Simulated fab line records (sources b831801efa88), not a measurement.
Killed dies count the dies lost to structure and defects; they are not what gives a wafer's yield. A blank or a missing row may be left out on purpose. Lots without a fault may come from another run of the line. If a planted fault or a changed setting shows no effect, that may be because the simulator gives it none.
What tool caused it?    flow sky130    13 lots with 37 wafers sampled at 2 steps, on a route of 708 steps

## WHAT THE GAUGES READ, wafer by wafer
SKY_LI_CONTACT_THK_MEAS_01.
lot   measured      on             LI_CONTACT_HDPCVD_THK (nm)
L844  day 27 20:33  film-metro-01  927 941 929
L846  day 28 11:35  film-metro-01  925 924 932
L845  day 28 11:41  film-metro-03  924 926 920
L848  day 29 03:35  film-metro-01  915 917 915
L849  day 30 01:46  film-metro-03  925 931 920
L850  day 30 05:28  film-metro-01  920 911 921
L853  day 31 04:16  film-metro-01  911 922 916
L854  day 31 07:18  film-metro-03  922 930 939
L855  day 31 17:29  film-metro-01  933 932 929
L857  day 32 09:35  film-metro-04  928 932 939
L858  day 32 16:47  film-metro-01  932 922 931
L860  day 33 09:24  film-metro-01  910 917
L861  day 33 17:29  film-metro-03  928 924

## WHAT TOOL EACH LOT RAN ON (gives the tool, then ch and the chambers of the sampled wafers, and finally the start)
lot   SKY_SD_N_RTA_14
L844  rtp-anneal-02 ch 0, day 27 19:53
L846  rtp-anneal-02 ch 0, day 28 10:56
L845  rtp-anneal-01 ch 0, day 28 11:02
L848  rtp-anneal-01 ch 0, day 29 02:56
L849  rtp-anneal-02 ch 0, day 30 01:07
L850  rtp-anneal-01 ch 0, day 30 04:49
L853  rtp-anneal-02 ch 0, day 31 03:37
L854  rtp-anneal-01 ch 0, day 31 06:38
L855  rtp-anneal-02 ch 0, day 31 16:48
L857  rtp-anneal-02 ch 0, day 32 08:56
L858  rtp-anneal-01 ch 0, day 32 16:08
L860  rtp-anneal-01 ch 0, day 33 08:45
L861  rtp-anneal-02 ch 0, day 33 16:50
- SKY_SD_N_RTA_14: time 2 s.

## WHAT THE TOOLS THEMSELVES READ (means of the sampled wafers that have a number; where no wafer has one, the mark that the record gives instead)
SKY_SD_N_RTA_14.
lot   tool           lamp-power-pct (%)  wafer_temp_C_max
L844  rtp-anneal-02  15.71               1077.6
L846  rtp-anneal-02  15.73               1078.0
L845  rtp-anneal-01  15.75               1077.3
L848  rtp-anneal-01  15.75               1078.0
L849  rtp-anneal-02  15.70               1077.6
L850  rtp-anneal-01  15.71               1080.0
L853  rtp-anneal-02  15.76               1077.9
L854  rtp-anneal-01  15.74               1078.8
L855  rtp-anneal-02  15.75               1077.2
L857  rtp-anneal-02  15.69               1078.0
L858  rtp-anneal-01  15.71               1078.1
L860  rtp-anneal-01  15.76               1078.1
L861  rtp-anneal-02  15.74               1078.6

## THE ANSWER, worked out from the rows above alone
Rule: the usual values come from the lots themselves. Put in order of their means at a reading, lots are off if they are a third of the lots or fewer, leave a main group of 4 or more, and stand apart from it by a gap of 3 or more times the standard deviation of the main group's means; of several such gaps the widest counts. If all means in a main group match to the digits the tables above print for the reading, that group is not used. Also off: a lot with no number at a reading for which 4 or more lots have one. Where the step has rows for the other lots, those lots are counted as sound. After the gauges, taken in route order, come the tools' own readings; for these a lot's mean is taken, as printed above. The first step at which some lot is off is used, and at that step the reading that is off furthest; a lot without a number counts as furthest.
No lot is off at any reading shown: from this, nothing can be told.

## WHAT THE SIMULATOR HAD INSERTED
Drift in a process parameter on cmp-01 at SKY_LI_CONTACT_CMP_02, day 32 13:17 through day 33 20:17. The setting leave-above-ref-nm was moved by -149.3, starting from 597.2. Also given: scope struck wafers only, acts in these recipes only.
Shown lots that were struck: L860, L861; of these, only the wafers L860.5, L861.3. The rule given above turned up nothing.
